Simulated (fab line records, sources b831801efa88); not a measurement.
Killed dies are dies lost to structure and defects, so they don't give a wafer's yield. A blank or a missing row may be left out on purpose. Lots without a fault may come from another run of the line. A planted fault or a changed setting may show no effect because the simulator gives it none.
Chamber matching | flow sky130 | SKY_VIA2_CMP_24 on cmp-01: 4 sister chambers
The step polishes, stops on SiO2, t overpolish 20 s, target thk 0 nm. 8 wafers are shown with their chamber, then 8 later ones without.

WAFERS WITH THEIR CHAMBER
wafer  | chamber | motor_current_A (A) | time_to_endpoint_s (s)
L539.4 | 0       | 11.8                | 100
L540.4 | 0       | 10.6                | 100
L548.1 | 2       | 10.8                | 103
L548.5 | 1       | 9.7                 | 101
L549.2 | 1       | 10.3                | 98
L549.4 | 3       | 10.7                | 100
L549.5 | 2       | 10.6                | 97
L552.2 | 3       | 11.5                | 100

WAFERS WITHOUT THEIR CHAMBER
wafer  | motor_current_A (A) | time_to_endpoint_s (s)
L552.3 | 11.4                | 101
L552.6 | 10.9                | 96
L554.1 | 9.9                 | 97
L554.3 | 11.4                | 97
L554.4 | 11.4                | 102
L553.1 | 11.6                | 99
L553.4 | 10.0                | 95
L553.5 | 11.0                | 95

WHICH CHAMBER EACH WENT THROUGH
wafer  | from the rows above               | in truth
L552.3 | can't be placed: 0 or 3 or 2      | 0
L552.6 | can't be placed: 3 or 2 or 0 or 1 | 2
L554.1 | can't be placed: 1 or 2 or 3 or 0 | 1
L554.3 | can't be placed: 0 or 3 or 2 or 1 | 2
L554.4 | can't be placed: 0 or 3 or 2 or 1 | 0
L553.1 | can't be placed: 0 or 3 or 2      | 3
L553.4 | can't be placed: 1 or 2 or 3 or 0 | 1
L553.5 | can't be placed: 3 or 0 or 2 or 1 | 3
Placed correctly: 0 of 8. Can't be placed from these rows: 8 (the true chamber is among the candidates in 8). Placed wrongly: 0.
How it was worked out, from the rows above alone: a wafer's distance from a chamber is the root of the sum, over the readings, of the square of ((its reading less the chamber's mean) divided by the reading's scatter). The wafer belongs to the nearest chamber; if the next one is less than 2 further off, it can't be placed. A chamber's mean is the mean of its shown wafers. The scatter: the root of (the sum of the squares of (reading less its chamber's mean) over the shown wafers, divided by (wafers less chambers)).
